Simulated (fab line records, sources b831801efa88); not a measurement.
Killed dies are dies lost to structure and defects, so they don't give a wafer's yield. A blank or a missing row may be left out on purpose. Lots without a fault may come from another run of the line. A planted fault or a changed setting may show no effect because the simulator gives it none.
fab line records | flow sky130
record lots=11 wafers=33 last_day=50
route steps=708 shown SD_N@354 RES_XHIGH@360 LOCAL_INTERCONNECT@400 CONTACT@423
lots that met no fault: from a run of the same line without faults
start_h: hours from the record's first day to the start of the lot's first wafer shown | wait_h: hours since the lot's step before | " the same as in the row above | L1.1+2: a row that stands for several wafers | - no value, or no start given | * or withheld: withheld | < > ~ a bound
route shown NAME@n: a module of which the file shows steps, and the number in the route of the first | usual: mean/standard deviation of fault-free wafers | same: alike in all rows | chamber/n: place in a boat | sites: the reading at each site | _std_site: their standard deviation | _edge_site: outer sites' mean less inner sites' | radius_mm: how far each site lies from the wafer's centre | mask NAME#n: copy n | behind: the tool/chamber that last shaped the wafer | hold: why the lot was held/for how many hours/how that ended | device: the transistor (n, p or np) that didn't switch | end of line: the same wafers' tests at the end of the route | a step without rows: its recipe alone | killed: dies lost to structure and defects at the first sort, not the wafer's yield | map: a wafer's dies, x killed, . not, _ none there
set.NAME: the setting as run; set.NAME@STEP: as run at that earlier step | model.NAME: the simulator's own value behind a step, which no gauge read
steps of the route over a sample of lots; a table a step, a row a wafer
services: from which hour (start_h, from the record's first day; less than 0 if before it) a tool's chamber was out of use, for how many hours, and why
## steps
# step SKY_SD_N_TW_MEAS_12
# usual SD_N_TW=3970/32
# columns lot.wafer tool chamber start_h wait_h SD_N_TW
L607.2 film_metro-03 - 629.78 0.1 3947
L607.3 " - " " 3981
L607.4 " - " " 3967
L608.2 film_metro-03 - 645.73 0.1 3975
L608.3 " - " " 3968
L608.6 " - " " 3972
L609.3 film_metro-04 - 655.58 0.1 4005
L609.5 " - " " 4006
L609.6 " - " " 4008
L610.1 film_metro-03 - 669.66 0.1 3976
L610.2 " - " " 3988
L610.4 " - " " 3981
L612.1 film_metro-02 - 681.26 0.1 3979
L612.5 " - " " 3973
L612.6 " - " " 3971
L619.2 film_metro-03 - 744.52 0.1 3965
L619.3 " - " " 3962
L619.5 " - " " 3957
L620.3 film_metro-03 - 750.44 0.1 3937
L620.4 " - " " 3950
L620.6 " - " " 3928
L624.1 film_metro-03 - 780.76 0.1 3963
L624.2 " - " " 3970
L624.5 " - " " 3952
L628.3 film_metro-02 - 812.79 0.1 3971
L628.5 " - " " 3977
L628.6 " - " " 3976
L629.3 film_metro-04 - 823.39 0.1 4024
L629.4 " - " " 4014
L629.5 " - " " 4007
L630.2 film_metro-03 - 826.93 0.1 3991
L630.3 " - " " 3955
L630.4 " - " " 3985
# step SKY_SD_N_RS_MEAS_18
# recipe thk_meas_gauge=four-point-probe
# usual RES_XHIGH_RS=333.0/1.3
# columns lot.wafer tool chamber start_h wait_h RES_XHIGH_RS[ohm/sq]
L607.2 film_metro-03 - 630.33 0.1 334.2
L607.3 " - " " 333.3
L607.4 " - " " 335.9
L608.2 film_metro-02 - 646.26 0.1 331.9
L608.3 " - " " 332.4
L608.6 " - " " 332.6
L609.3 film_metro-03 - 656.13 0.1 332.6
L609.5 " - " " 332.3
L609.6 " - " " 332.6
L610.1 film_metro-04 - 670.19 0.1 331.2
L610.2 " - " " 333.0
L610.4 " - " " 332.8
L612.1 film_metro-04 - 681.79 0.1 332.8
L612.5 " - " " 333.8
L612.6 " - " " 333.2
L619.2 film_metro-03 - 745.06 0.1 332.3
L619.3 " - " " 332.1
L619.5 " - " " 332.5
L620.3 film_metro-04 - 750.98 0.1 333.5
L620.4 " - " " 334.0
L620.6 " - " " 333.2
L624.1 film_metro-03 - 781.29 0.1 331.7
L624.2 " - " " 332.0
L624.5 " - " " 332.2
L628.3 film_metro-04 - 813.34 0.1 331.9
L628.5 " - " " 331.2
L628.6 " - " " 332.6
L629.3 film_metro-03 - 823.93 0.1 334.4
L629.4 " - " " 334.1
L629.5 " - " " 333.1
L630.2 film_metro-03 - 827.47 0.1 333.0
L630.3 " - " " 333.1
L630.4 " - " " 331.9
# step SKY_LOCAL_INTERCONNECT_ETCH_13
# recipe chemistry=N2/H2 target=BARC ion_energy_ev=200 bias_w=100 pressure_mtorr=30 n2_flow_sccm=100 h2_flow_sccm=200 icp_w=500 stop_on=SiO2 time_s=45.9 target_depth_a=600
# usual chamber_pressure_mTorr=29.999/0.026 drypump_motor_current_A=5.57/0.29 oes_product_au=0.863/0.005 throttle_valve_pct=13.226/0.0089
# columns lot.wafer tool chamber start_h wait_h chamber_pressure_mTorr drypump_motor_current_A oes_product_au rf_hours_counter_h throttle_valve_pct
L607.2 rie_metal-03 0 689.07 0.0 30.018 5.60 0.859 7 13.234
L607.3 " 1 " " 30.056 5.80 0.863 - 13.228
L607.4 " 0 " " 29.994 5.59 0.864 - 13.234
L608.2 rie_metal-02 1 705.12 0.0 29.982 5.68 0.867 5 13.229
L608.3 " 0 " " 30.036 5.29 0.858 - 13.232
L608.6 " 1 " " 30.003 5.69 0.864 - 13.225
L609.3 rie_metal-02 0 715.30 0.0 29.964 5.27 0.868 - 13.211
L609.5 " 1 " " 30.003 5.67 0.863 - 13.228
L609.6 " 0 " " 29.995 5.28 0.864 - 13.226
L610.1 rie_metal-03 0 728.93 0.0 30.014 5.58 0.860 9 13.227
L610.2 " 1 " " 30.034 5.80 0.867 1 13.213
L610.4 " 1 " " 30.035 5.80 0.858 - 13.216
L612.1 rie_metal-02 1 740.86 0.0 29.985 5.66 0.862 7 13.241
L612.5 " 0 " " 29.990 5.29 0.866 - 13.233
L612.6 " 1 " " 29.981 5.69 0.866 - 13.228
L619.2 rie_metal-02 1 802.71 0.0 36.026 5.67 0.857 9 13.228
L619.3 " 0 " " 36.022 5.25 0.862 - 13.224
L619.5 " 1 " " 35.974 5.66 0.857 - 13.223
L620.3 rie_metal-02 1 807.79 0.0 36.025 5.65 0.858 - 13.214
L620.4 " 0 " " 35.997 5.31 0.860 - 13.226
L620.6 " 0 " " 35.993 5.33 0.848 - 13.218
L624.1 rie_metal-03 1 836.92 0.0 29.995 5.78 0.863 6 13.241
L624.2 " 0 " " 30.000 5.62 0.849 13 13.225
L624.5 " 0 " " 29.970 5.55 0.865 - 13.239
L628.3 rie_metal-03 1 866.94 0.0 30.000 5.77 0.866 - 13.226
L628.5 " 0 " " 30.002 5.58 0.858 - 13.233
L628.6 " 1 " " 29.983 5.78 0.859 - 13.233
L629.3 rie_metal-01 0 878.05 0.0 30.008 6.06 0.862 - 13.232
L629.4 " 1 " " 30.011 5.12 0.854 - 13.239
L629.5 " 0 " " 29.981 6.03 0.859 - 13.241
L630.2 rie_metal-01 0 881.87 0.0 29.993 6.05 0.863 9 13.226
L630.3 " 0 " " 29.960 6.05 0.856 - 13.222
L630.4 " 1 " " 30.010 5.08 0.863 - 13.246
# step SKY_CONTACT_ETCH_17
# recipe target=SiO2 chemistry=C4F8/O2/Ar stop_on=Si3N4 mask_material=KrF-thick source_w=1500 bias_w=1200 pressure_mtorr=40 c4f8_flow_sccm=withheld O2_flow_sccm=6 Ar_flow_sccm=300 time_s=withheld target_depth_a=3400
# usual chamber_pressure_mTorr=40.00/0.041 oes_product_au=0.891/0.0048
# columns lot.wafer tool chamber start_h wait_h chamber_pressure_mTorr oes_product_au
L607.2 rie_diel-03 3 718.71 0.0 40.01 0.890
L607.3 " 2 " " 40.04 0.897
L607.4 " 1 " " 40.06 0.893
L608.2 rie_diel-03 3 734.46 0.0 40.00 0.900
L608.3 " 0 " " 39.91 0.887
L608.6 " 1 " " 39.96 0.891
L609.3 rie_diel-03 0 744.96 0.0 39.89 0.897
L609.5 " 1 " " 40.03 0.880
L609.6 " 0 " " 40.00 0.897
L610.1 rie_diel-03 1 758.71 0.0 40.04 0.884
L610.2 " 0 " " 40.05 0.891
L610.4 " 3 " " 40.01 0.887
L612.1 rie_diel-01 2 770.97 0.0 39.97 0.891
L612.5 " 3 " " 39.97 0.898
L612.6 " 2 " " 39.98 0.894
L619.2 rie_diel-01 3 831.56 0.0 40.03 0.903
L619.3 " 0 " " 40.01 0.894
L619.5 " 0 " " 40.01 0.889
L620.3 rie_diel-01 1 835.87 0.0 40.03 0.894
L620.4 " 0 " " 40.01 0.892
L620.6 " 3 " " 39.97 0.889
L624.1 rie_diel-03 0 864.76 0.0 39.93 0.899
L624.2 " 3 " " 40.02 0.892
L624.5 " 3 " " 40.09 0.888
L628.3 rie_diel-02 2 893.72 0.0 40.04 0.892
L628.5 " 0 " " 40.01 0.887
L628.6 " 3 " " 40.00 0.892
L629.3 rie_diel-01 3 904.96 0.0 40.01 0.900
L629.4 " 2 " " 40.07 0.891
L629.5 " 2 " " 40.09 0.885
L630.2 rie_diel-02 1 909.12 0.0 39.97 0.880
L630.3 " 0 " " 39.98 0.889
L630.4 " 3 " " 40.04 0.892
## services
# columns tool chamber start_h hours kind
rie_diel-02 2 699.33 7.5 repair
rie_metal-03 1 715.89 2.1 repair
rie_diel-01 - 717.20 2.8 pm
rie_diel-03 2 727.63 5.0 repair
rie_diel-02 0 730.39 1.2 repair
rie_diel-02 - 749.64 1.0 repair
rie_diel-03 0 761.57 12.7 repair
rie_metal-02 0 777.54 8.8 repair
rie_diel-01 2 794.14 3.6 repair
rie_metal-01 1 797.14 1.2 repair
rie_metal-01 1 839.05 4.0 repair
rie_diel-01 0 839.96 - clean
rie_diel-01 0 839.96 9.6 scheduled_down
rie_diel-01 0 839.96 9.6 vent_cycle
rie_diel-01 - 843.52 0.6 repair
rie_metal-03 - 855.62 1.4 pm
rie_diel-03 1 865.51 3.0 repair
rie_metal-02 - 874.87 1.5 repair
rie_metal-02 1 876.18 1.9 repair
rie_diel-01 0 879.78 6.4 repair
rie_diel-01 1 891.64 2.4 repair
## key
first_sign step=SKY_LOCAL_INTERCONNECT_ETCH_13 reading=chamber_pressure_mTorr direction=up sigmas=99+ usual=29.999 struck=36.006
effect none on later readings
met_at SKY_LOCAL_INTERCONNECT_ETCH_13
struck_lots L619,L620
tester_left_out L619,L620
not_acting_at SKY_SD_N_TW_MEAS_12,SKY_SD_N_RS_MEAS_18,SKY_CONTACT_ETCH_17
onset_between 740.86 802.71
fault kind=process_parameter_drift tool=rie_metal-02 chamber=- onset_h=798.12 steps=SKY_LOCAL_INTERCONNECT_ETCH_13 channel=pressure_mtorr offset=6 shape=step end_h=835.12 acts_in=these_recipes_only stated=30
# tester_left_out: of these lots the tester's yield and bins aren't shown, on N5 and GAA mostly nor the transistor test; their killed dies are dies lost to structure and defects alone, not to doping, threshold or leakage, so they don't give the yield
